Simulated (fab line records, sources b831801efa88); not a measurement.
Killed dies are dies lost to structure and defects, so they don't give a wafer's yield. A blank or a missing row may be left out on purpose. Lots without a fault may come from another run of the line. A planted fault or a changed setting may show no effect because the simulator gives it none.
Which tool did it? | flow sky130 | 12 lots, 36 wafers sampled, at 4 steps of a route of 708

WHAT THE GAUGES READ, wafer by wafer
SKY_VIA3_THK_MEAS_01.
lot  | measured     | on            | VIA3_HDPCVD_THK (nm)
L388 | day 39 00:10 | film_metro-01 | 1641 1639 1635
L390 | day 39 04:53 | film_metro-02 | 1626 1635 1650
L392 | day 40 01:25 | film_metro-02 | 1643 1653 1637
L394 | day 40 20:10 | film_metro-04 | 1638 1657 1644
L397 | day 41 12:42 | film_metro-04 | 1638 1657 1662
L398 | day 42 00:05 | film_metro-02 | 1614 1631 1648
L399 | day 42 07:37 | film_metro-02 | 1641 1636 1630
L400 | day 42 13:59 | film_metro-04 | 1649 1650 1662
L402 | day 42 21:02 | film_metro-01 | 1625 1633 1653
L401 | day 42 22:46 | film_metro-02 | 1654 1649 1638
L406 | day 43 23:43 | film_metro-04 | 1640 1642 1631
L410 | day 44 18:50 | film_metro-04 | 1644 1637 1638

SKY_VIA3_BOW_MEAS_03.
lot  | measured     | on            | VIA3_BOW (um)
L388 | day 39 00:32 | film_metro-02 | 83 83 76
L390 | day 39 05:14 | film_metro-01 | 77 84 76
L392 | day 40 01:48 | film_metro-01 | 80 83 70
L394 | day 40 20:56 | film_metro-01 | 73 84 82
L397 | day 41 13:11 | film_metro-04 | 73 77 68
L398 | day 42 00:26 | film_metro-01 | 77 91 81
L399 | day 42 07:59 | film_metro-02 | 79 74 71
L400 | day 42 14:20 | film_metro-02 | 76 87 88
L402 | day 42 21:24 | film_metro-04 | 77 74 78
L401 | day 42 23:09 | film_metro-01 | 89 72 70
L406 | day 44 00:16 | film_metro-02 | 73 69 74
L410 | day 44 19:12 | film_metro-02 | 100 87 94

WHICH TOOL RAN EACH LOT (tool, then ch and the chambers of the sampled wafers, then the start)
lot  | SKY_VIA2_SPUTTER_20          | SKY_METAL3_METAL_ETCH_18
L388 | pvd_sputter-03, day 36 17:03 | rie_metal-01 ch 1, day 38 23:06
L390 | pvd_sputter-03, day 36 22:36 | rie_metal-02 ch 0, day 39 03:44
L392 | pvd_sputter-02, day 37 20:00 | rie_metal-04 ch 1, day 40 00:23
L394 | pvd_sputter-02, day 38 15:24 | rie_metal-02 ch 0,1, day 40 19:13
L397 | pvd_sputter-04, day 39 08:03 | rie_metal-04 ch 0,1, day 41 11:43
L398 | pvd_sputter-03, day 39 20:48 | rie_metal-04 ch 0,1, day 41 22:44
L399 | pvd_sputter-03, day 40 04:47 | rie_metal-04 ch 0,1, day 42 06:40
L400 | pvd_sputter-02, day 40 10:38 | rie_metal-01 ch 0,1, day 42 13:01
L402 | pvd_sputter-02, day 40 18:34 | rie_metal-04 ch 0,1, day 42 20:04
L401 | pvd_sputter-02, day 40 19:34 | rie_metal-04 ch 0,1, day 42 21:49
L406 | pvd_sputter-02, day 41 22:56 | rie_metal-02 ch 0,1, day 43 22:42
L410 | pvd_sputter-03, day 42 18:58 | rie_metal-02 ch 0,1, day 44 17:24
- SKY_VIA2_SPUTTER_20: material TiN, target thk 20 nm, time 80 s.
- SKY_METAL3_METAL_ETCH_18: etches the open film in Cl2/BCl3, stops on SiO2, target depth 845 nm, time 183.1 s.

WHAT THE TOOLS THEMSELVES READ (means of the sampled wafers that have a number; where no wafer has one, the mark that the record gives instead)
SKY_VIA2_SPUTTER_20.
lot  | tool           | chamber_pressure_pa (Pa) | throttle_valve_pct (%)
L388 | pvd_sputter-03 | 5.008                    | 30.2
L390 | pvd_sputter-03 | 4.993                    | 29.7
L392 | pvd_sputter-02 | 4.994                    | 29.1
L394 | pvd_sputter-02 | 5.006                    | 29.3
L397 | pvd_sputter-04 | 4.990                    | 30.8
L398 | pvd_sputter-03 | 4.986                    | 30.1
L399 | pvd_sputter-03 | 5.003                    | 31.2
L400 | pvd_sputter-02 | 4.993                    | 29.4
L402 | pvd_sputter-02 | 5.004                    | 29.7
L401 | pvd_sputter-02 | 4.990                    | 28.4
L406 | pvd_sputter-02 | 4.993                    | 29.0
L410 | pvd_sputter-03 | 5.002                    | 30.5

SKY_METAL3_METAL_ETCH_18.
lot  | tool         | bias_w (W) | drypump_motor_current_A (A) | oes_product_au (a.u.) | throttle_valve_pct (%)
L388 | rie_metal-01 | 48.43      | 6.0                         | 0.864                 | 22.262
L390 | rie_metal-02 | 48.43      | 5.3                         | 0.879                 | 22.266
L392 | rie_metal-04 | 48.40      | 6.4                         | 0.867                 | 22.262
L394 | rie_metal-02 | 48.63      | 5.5                         | 0.863                 | 22.256
L397 | rie_metal-04 | 48.51      | 6.2                         | 0.863                 | 22.268
L398 | rie_metal-04 | 48.51      | 6.2                         | 0.871                 | 22.265
L399 | rie_metal-04 | 45.58      | 5.9                         | 0.850                 | 22.264
L400 | rie_metal-01 | 48.58      | 5.8                         | 0.866                 | 22.261
L402 | rie_metal-04 | 45.61      | 6.2                         | 0.865                 | 22.261
L401 | rie_metal-04 | 45.50      | 5.9                         | 0.865                 | 22.260
L406 | rie_metal-02 | 48.40      | 5.5                         | 0.860                 | 22.260
L410 | rie_metal-02 | 48.37      | 5.4                         | 0.869                 | 22.271

THE ANSWER, worked out from the rows above alone
Rule: what is usual is taken from the lots themselves. Put in order of their means at a reading, lots are off if they are a third of the lots or fewer, leave a main group of 4 or more, and stand apart from it by a gap of 3 or more times the standard deviation of the main group's means; of several such gaps the widest counts. A main group whose means are all the same, to the digits that the tables above print for the reading, isn't used. A lot without any number at a reading at which 4 lots or more have one is off too. The other lots that the step has rows for count as sound. The gauges are gone through in route order, then the tools' own readings, and for those a lot's mean is taken as printed above. The first step at which some lot is off is used, and at that step the reading that is off furthest; a lot without a number counts as furthest.
Off: L399, L402, L401, at SKY_METAL3_METAL_ETCH_18 (bias_w). The main group: mean 48.47 W, standard deviation 0.084.
A tool fits if, at that step or a process step before it, it ran every lot that is off, and no sound lot after the first of them. One fits: rie_metal-04 at SKY_METAL3_METAL_ETCH_18. Its last sound lot is L398 (day 41 22:44), its first lot that is off L399 (day 42 06:40): a fault that began between those two fits.
The tool's own readings at SKY_METAL3_METAL_ETCH_18 bear it out: on the lots that are off they differ by more than 5 times the standard deviation of the sound lots' means. bias_w reads 45.56 W there against 48.47 W on the sound lots.

WHAT THE SIMULATOR HAD PUT IN
Process parameter drift: rie_metal-04, from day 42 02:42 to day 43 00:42, at SKY_METAL3_METAL_ETCH_18. Setting bias_w, moved by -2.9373, from 48.5. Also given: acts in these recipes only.
Lots struck among those shown: L399, L402, L401. The rule above found the same.
